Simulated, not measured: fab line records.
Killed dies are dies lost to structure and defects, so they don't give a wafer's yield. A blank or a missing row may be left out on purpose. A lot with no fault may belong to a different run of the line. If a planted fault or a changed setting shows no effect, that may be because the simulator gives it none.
A single fault, viewed from 2 desks :: flow sfqLine :: numbers are kept per desk, each desk with only its own; the story behind them comes last

== THE TOOL OWNER'S DESK: rieMetal-02 ==
The tool's own readings at SFQ_TRILAYER_R5_ETCH_METAL_ETCH_139 (etches the open film in Cl2, stops on SiO2, target depth 60 nm, time 40 s): means of the sampled wafers that have a number, for each lot that ran on this tool. If a lot's mean is further than 4 standard deviations from the usual mean, the lot is out of limits and carries the mark OUT (the distance appears in the brackets).
Columns: A = drypumpMotorCurrentA at SFQ_TRILAYER_R5_ETCH_METAL_ETCH_139, usual 5.7 A; B = oesProductAu at SFQ_TRILAYER_R5_ETCH_METAL_ETCH_139, usual 0.991 a.u.
lot: L830
first seen here: day 67 01:51
A: 5.7
B: 0.990

lot: L836
first seen here: day 68 23:35
A: 6.0
B: 0.996

lot: L838
first seen here: day 73 07:48
A: 5.9
B: 0.990

lot: L840
first seen here: day 73 13:48
A: 6.0
B: 0.918 (-13) OUT

lot: L841
first seen here: day 73 18:36
A: 5.7
B: 0.918 (-14) OUT

lot: L846
first seen here: day 74 04:20
A: 6.3
B: 0.841 (-28) OUT
This desk finds L840, L841, L846 out of limits, L840 being first, at day 73 13:48 (oesProductAu at SFQ_TRILAYER_R5_ETCH_METAL_ETCH_139). Within limits: L830, L836, L838.

== FROM THE METROLOGY DESK ==
What the gauges read, lot by lot, whatever tool the lot ran on: means of the sampled wafers that have a number. If a lot's mean is further than 4 standard deviations from the usual mean, the lot is out of limits and carries the mark OUT (the distance appears in the brackets).
Columns: A = M1_OVL at SFQ_M1_OVL_MEAS_911, usual 2 nm
lot: L827
first seen here: day 18 16:56
A: 2

lot: L829
first seen here: day 18 19:19
A: -1

lot: L830
first seen here: day 18 21:44
A: -6

lot: L832
first seen here: day 19 01:20
A: 1

lot: L833
first seen here: day 19 02:32
A: 3

lot: L834
first seen here: day 19 06:07
A: -5

lot: L835
first seen here: day 19 08:31
A: 3

lot: L836
first seen here: day 19 09:44
A: -1

lot: L838
first seen here: day 19 17:29
A: -3

lot: L839
first seen here: day 19 18:41
A: 7

lot: L840
first seen here: day 19 19:53
A: -6

lot: L841
first seen here: day 20 09:05
A: 4

lot: L843
first seen here: day 20 11:30
A: 4

lot: L846
first seen here: day 22 07:33
A: 1

lot: L848
first seen here: day 34 16:06
A: 2
Result from this desk: across the 15 lots, nothing is out of limits.

== TAKEN TOGETHER ==
An alarm could have come from the tool owner's desk at day 73 13:48, on L840, L841, L846.
The metrology desk saw nothing out of limits.
The metrology desk has L840, L841, L846 on record, within its limits.
All the named lots went through SFQ_TRILAYER_R5_ETCH_METAL_ETCH_139 on rieMetal-02.

== WHAT WAS PUT IN BY THE SIMULATOR ==
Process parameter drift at SFQ_TRILAYER_R5_ETCH_METAL_ETCH_139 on rieMetal-02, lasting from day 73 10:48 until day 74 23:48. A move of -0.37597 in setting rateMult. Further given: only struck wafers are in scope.
Shown lots that were struck: L840, L841, L846.
Delay in hours, fault start to first out-of-limits reading, by desk: the tool owner's desk at 3.
